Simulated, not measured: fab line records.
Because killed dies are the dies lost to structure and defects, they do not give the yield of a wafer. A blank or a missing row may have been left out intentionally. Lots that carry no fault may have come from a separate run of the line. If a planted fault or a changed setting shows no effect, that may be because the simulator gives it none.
Code-filled problem report in 8D (eight disciplines) form -- flow sfq line -- the parts of the form that need people (team, actions taken, sign-off) are left out

1. PROBLEM STATEMENT
Wafers without a fault read 493.8 W with a standard deviation of 1.9, while rf fwd power W at SFQ_TRILAYER_I6_VIA_BARC_OPEN_VIA_ETCH_235 averages 294.4 W across 2 wafers of 1 lot. That is -99 or more standard deviations from the usual mean.
The step: etches BARC in O2, target depth 125 nm, time 41.7 s.
First observed at day 68 12:55: wafer L961.2, on rie diel-03. At this step, 15 wafers from 5 lots have a number in the record. By rule, "out" or "out of limits" means more than 4 standard deviations away from the usual mean. All remaining wafers that have a number are taken as sound.

2. WHAT IT IS, AND WHAT IT ISN'T
question,is,is not
which readings at this step,rf fwd power W,"chamber pressure mTorr, drypump motor current A, oes product au"
which lots,L961,"L946, L947, L962, L963"
which wafers of those lots,"L961.2, L961.5",L961.4
read on which tools,rie diel-03,"rie diel-01, rie diel-02"
when,from day 68 12:55,"up to then (7 sound wafers); but 6 sound wafers of L962, L963 came after"

3. SUSPECTS, AND WHAT RULES EACH OUT
Counting: if a tool at a process step up to the reading ran every lot that is out, it stays a suspect. Sound lots after the first of them don't rule it out here, since some wafers of a struck lot are sound.
- pecvd-02 at SFQ_TRILAYER_I6_DEP_PECVD_165 (deposits SiO2 from SiH4/N2O, time 111.11 s, target thk 500 nm): kept. It processed L961, the lot that is out, at day 63 17:55, and its most recent sound lot before then was L946 at day 56 04:53.
- cmp-02 at SFQ_TRILAYER_I6_CMP_CMP_166 (polishes SiO2): kept. It processed L961, the lot that is out, at day 63 19:19, and its most recent sound lot before then was L947 at day 56 13:08.
- film metro-04 at SFQ_TRILAYER_I6_METRO_MEASURE_167: kept. It ran the lot that is out, L961 (day 63 22:38).
- rie diel-03 at SFQ_TRILAYER_I6_VIA_BARC_OPEN_VIA_ETCH_235 (etches BARC in O2, target depth 125 nm, time 41.7 s): kept. It processed L961, the lot that is out, at day 68 12:55, and its most recent sound lot before then was L947 at day 61 17:52. On those wafers its own readings are out: rf fwd power W.
- Within pecvd-02 at SFQ_TRILAYER_I6_DEP_PECVD_165: the wafers that are out ran in chambers 0, 1; their sound lot-mates ran in chamber 2.
- At SFQ_TRILAYER_I6_VIA_BARC_OPEN_VIA_ETCH_235 on rie diel-03, chamber 3 took the sound wafers of the same lots and chamber 2 took the wafers that are out.
Left after counting: pecvd-02 at SFQ_TRILAYER_I6_DEP_PECVD_165, cmp-02 at SFQ_TRILAYER_I6_CMP_CMP_166, film metro-04 at SFQ_TRILAYER_I6_METRO_MEASURE_167, rie diel-03 at SFQ_TRILAYER_I6_VIA_BARC_OPEN_VIA_ETCH_235.

4. THE CAUSE (what the simulator had put in)
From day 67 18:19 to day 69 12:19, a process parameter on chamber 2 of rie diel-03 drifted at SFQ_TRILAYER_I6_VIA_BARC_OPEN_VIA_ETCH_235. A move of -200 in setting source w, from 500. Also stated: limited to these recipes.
Counting left 4 suspects, and this tool is among them.

5. THE EFFECT CHAIN, in route order
One row per reading whose mean, taken over the struck wafers that have a number, lies over 3 standard deviations from the usual. Only readings for which the record gives a usual standard deviation are gone through. hours: the time from each lot's start at the first step in this table that gives one to its start at this step, as a median over the lots. sigmas: the change in usual standard deviations.
hours,step,reading,usual,on struck wafers,change,sigmas
0,SFQ_TRILAYER_I6_VIA_BARC_OPEN_VIA_ETCH_235,rf fwd power W,493.8 W,294.4,-199.4,-99 or more
The process steps in it:
- SFQ_TRILAYER_I6_VIA_BARC_OPEN_VIA_ETCH_235: etches BARC in O2, target depth 125 nm, time 41.7 s.

6. HOW IT WOULD HAVE BEEN CAUGHT EARLIER
19 hours passed between the start of the fault at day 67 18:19 and the first reading out of limits in this record, taken at day 68 12:55.
